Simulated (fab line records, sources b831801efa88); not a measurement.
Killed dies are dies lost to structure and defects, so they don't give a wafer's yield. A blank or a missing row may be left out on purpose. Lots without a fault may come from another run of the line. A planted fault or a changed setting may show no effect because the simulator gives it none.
Chamber matching | flow sky130 | SKY_VIA3_ETCH_14 on rie_diel-02: 4 sister chambers
The step etches BARC in N2/H2, stops on SiO2, time 45.9 s, target depth 60 nm. 4 wafers are shown with their chamber, then 7 later ones without.

WAFERS WITH THEIR CHAMBER
wafer  | chamber | drypump_motor_current_A (A)
L079.6 | 2       | 5.9
L081.4 | 3       | 5.2
L081.5 | 1       | 5.8
L083.5 | 0       | 6.2

WAFERS WITHOUT THEIR CHAMBER
wafer  | drypump_motor_current_A (A)
L083.6 | 5.8
L084.1 | 6.3
L084.3 | 5.9
L084.5 | 5.8
L094.1 | 6.3
L094.4 | 5.8
L094.6 | 5.2

WHICH CHAMBER EACH WENT THROUGH
wafer  | from the rows above     | in truth
L083.6 | can't be placed: 1 or 2 | 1
L084.1 | 0                       | 0
L084.3 | can't be placed: 2 or 1 | 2
L084.5 | can't be placed: 1 or 2 | 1
L094.1 | 0                       | 0
L094.4 | can't be placed: 1 or 2 | 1
L094.6 | 3                       | 3
Placed correctly: 3 of 7. Can't be placed from these rows: 4 (the true chamber is among the candidates in 4). Placed wrongly: 0.
How it was worked out, from the rows above alone: a wafer's distance from a chamber is the root of the sum, over the readings, of the square of ((its reading less the chamber's mean) divided by the reading's scatter). The wafer belongs to the nearest chamber; if the next one is less than 2 further off, it can't be placed. A chamber's mean is the mean of its shown wafers. The scatter: with one shown wafer a chamber, the root of the mean of the squares of how far each hidden wafer lies from its nearest shown one.
